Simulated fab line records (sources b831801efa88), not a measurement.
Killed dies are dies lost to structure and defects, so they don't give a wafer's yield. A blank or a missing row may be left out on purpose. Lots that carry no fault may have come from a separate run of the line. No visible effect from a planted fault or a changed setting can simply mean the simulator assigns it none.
Struck lot and sound lot, side by side -- flow sky130 -- 18 out of 708 route steps
Sound: these wafers, L911.1, L911.4, L911.5. Wafers L925.4, L925.5, L925.6 were the ones struck. Last of all comes the cause.
Order at every step that has rows: each side's tool, ch and its chambers, its first start. Under that, the readings that differ: sound wafers -- struck wafers -- difference of the means -- sigmas: that difference in standard deviations of wafers without a fault.
alike: readings with means less than 2 such deviations apart, plus words and numbers identical on both sides. not compared: withheld readings, readings lacking a value on some wafer, bounds such as >300 that could conceal the same value, and numbers that have no deviation in the record and whose values overlap.
The two part at a step that has a row with sigmas, a row that says differs or no value, or rows on one side only. Non-overlapping numbers with no deviation appear without sigmas and do not part them. A reading that every wafer of one side lacks parts them only if that side has two wafers or more.

first, 3 steps without rows for these wafers: SKY_SONOS_ONO_WET_ETCH_18 (etches Si3N4 in H3PO4, target depth 15 nm, time 172 s); SKY_GATE_OXIDE_CLEAN_00 (cleans in SC1/SC2, time 150 s); SKY_GATE_OXIDE_OXIDATION_01 (stabilise 600 s, purge 300 s, target thk 10.268 nm).
SKY_GATE_OXIDE_THK_MEAS_02:
  sound on film-metro-02, day 13 09:10; struck on film-metro-02, day 18 08:43
  alike: GATE_OXIDE_OXIDATION_00_THK
then, 7 steps without rows for these wafers: SKY_GATE_OXIDE_DEHYDRATE_03 (time 60 s); SKY_GATE_OXIDE_HMDS_04 (prime time 60 s); SKY_GATE_OXIDE_COAT_05 (resist thk 1140 nm); SKY_GATE_OXIDE_SOFTBAKE_06 (time 60 s); SKY_GATE_OXIDE_EXPOSE_07 (exposes mask LVOM, target cd 600 nm); SKY_GATE_OXIDE_PEB_08; SKY_GATE_OXIDE_DEVELOP_09 (develop time 60 s).
SKY_GATE_OXIDE_OVL_MEAS_10:
  sound on overlay-02, day 14 10:35; struck on overlay-01, day 19 14:23
  alike: GATE_OXIDE_OVL
SKY_GATE_OXIDE_IMPLANT_11:
  sound on implanter-03 ch 0, day 14 10:38; struck on implanter-02 ch 0, day 19 14:48
then, 1 step without rows for these wafers: SKY_GATE_OXIDE_WET_ETCH_12 (etches SiO2 in dHF, target depth 16.8 nm, time 336 s).
SKY_GATE_OXIDE_STRIP_13: strips in O2/N2.
  sound on plasma-asher-04 ch 0,1, day 14 10:53; struck on plasma-asher-02 ch 0,1, day 19 15:01
  alike: drypump-motor-current-A, oes-product-au, strip-time-to-endpoint-s
  not compared: rf-hours-counter-h
SKY_GATE_OXIDE_TW_MEAS_14:
  sound on film-metro-03, day 14 10:59; struck on film-metro-02, day 19 15:06
reading,sound,struck,difference,sigmas
GATE_OXIDE_TW,223.4 223.4 222.9,269.3 269.5 270.2,+46.4,+20
then, 1 step without rows for these wafers: SKY_GATE_OXIDE_CLEAN_15 (cleans in SC1/SC2, time 150 s).
-- a jump in the record: the struck wafers' starts before and after are 30 days apart (it breaks off in module GATE_OXIDE and resumes in module PAD_OPEN, where the first step shown is number 708 of the route) --
SKY_PAD_OPEN_PROBE_99:
  sound on prober-01, day 46 02:49; struck on prober-01, day 49 16:52
  alike: killed_at_M0_to_M3, killed_at_M4_up, killed-at-contacts, killed-at-front-end, killed-at-other, killed-dies, killed-open, killed-short

== WHERE THEY PART ==
Within this record, at SKY_GATE_OXIDE_TW_MEAS_14 only. Later steps at which nothing parts them and some readings are alike: SKY_PAD_OPEN_PROBE_99.

WHY: whatever the simulator had introduced
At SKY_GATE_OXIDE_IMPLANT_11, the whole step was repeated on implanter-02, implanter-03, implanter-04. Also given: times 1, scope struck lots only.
